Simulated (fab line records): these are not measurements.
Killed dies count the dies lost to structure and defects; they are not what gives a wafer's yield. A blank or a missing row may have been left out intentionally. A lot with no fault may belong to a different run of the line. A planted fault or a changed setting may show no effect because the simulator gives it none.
Which of the tools did it?    flow sky130    13 lots, 39 wafers sampled, at 2 steps of a route of 708

## WHAT THE GAUGES SHOWED, per wafer
SKY_LDD_P_OVL_MEAS_08. Usual: for LDD_P_OVL the level is 2.1 nm and the standard deviation is 1.5.
lot   measured      on          LDD_P_OVL (nm)  flag
L896  day 18 05:41  overlay-01  1.9 2.4 1.4     
L899  day 19 19:35  overlay-02  1.9 1.3 1.5     
L904  day 21 23:36  overlay-02  3.5 3.2 2.8     
L907  day 22 21:36  overlay-01  0.9 2.2 2.3     
L906  day 22 23:27  overlay-01  1.9 3.2 1.1     
L909  day 23 17:01  overlay-02  2.1 2.2 1.5     
L910  day 23 22:43  overlay-01  3.4 1.3 3.7     
L912  day 25 12:20  overlay-02  2.5 3.1 2.6     
L911  day 25 15:36  overlay-02  3.6 4.9 4.5     
L914  day 25 18:15  overlay-02  1.5 2.5 2.7     
L916  day 26 16:44  overlay-02  1.1 1.8 0.8     
L919  day 27 09:01  overlay-01  1.8 1.1 3.0     
L918  day 27 13:33  overlay-02  1.7 3.0 1.4     

SKY_LDD_HVP_OVL_MEAS_07. Usual: for LDD_HVP_OVL the level is 1.9 nm and the standard deviation is 1.5.
lot   measured      on          LDD_HVP_OVL (nm)  flag
L896  day 20 18:37  overlay-01  0.4 -0.9 0.5      
L899  day 22 06:59  overlay-01  3.7 2.7 1.3       
L904  day 24 11:22  overlay-02  1.3 2.2 0.1       
L907  day 25 08:08  overlay-01  -0.3 1.1 1.1      
L906  day 25 10:10  overlay-01  1.7 0.7 1.4       
L909  day 26 03:32  overlay-02  1.6 5.2 2.6       
L910  day 26 09:11  overlay-01  1.2 2.4 3.2       
L912  day 27 22:22  overlay-01  -1.1 1.4 -1.4     
L911  day 28 00:40  overlay-02  0.9 1.3 0.7       
L914  day 28 04:26  overlay-02  3.0 4.2 3.9       
L916  day 29 03:01  overlay-02  -0.2 0.7 0.3      
L919  day 29 17:40  overlay-01  0.4 0.6 1.6       
L918  day 29 21:40  overlay-01  0.7 1.9 2.5       

## TOOL THAT RAN EACH LOT (tool first, then ch and the chambers of the sampled wafers, then the start)
Record: no process step prior to these readings.

## AS READ BY THE TOOLS THEMSELVES (means over the sampled wafers that have a number; for cases with no such wafer, the mark the record gives instead)
The record holds no such reading with a usual standard deviation.

## THE ANSWER, worked out from the rows above alone
Rule: lot off if the mean of its wafers having a number is beyond 3 standard deviations from the usual mean. Also off: a lot with no number at a reading for which 4 or more lots have one. All remaining lots with rows at the step are treated as sound. Order of review: gauges by route order, followed by the tools' own readings, for which a lot's mean as printed above is used. The first step at which some lot is off is used, and at that step the reading that is off furthest; a lot without a number counts as furthest.
Nothing can be told from this: no lot is off at any reading shown.

## WHAT HAD BEEN PUT IN BY THE SIMULATOR
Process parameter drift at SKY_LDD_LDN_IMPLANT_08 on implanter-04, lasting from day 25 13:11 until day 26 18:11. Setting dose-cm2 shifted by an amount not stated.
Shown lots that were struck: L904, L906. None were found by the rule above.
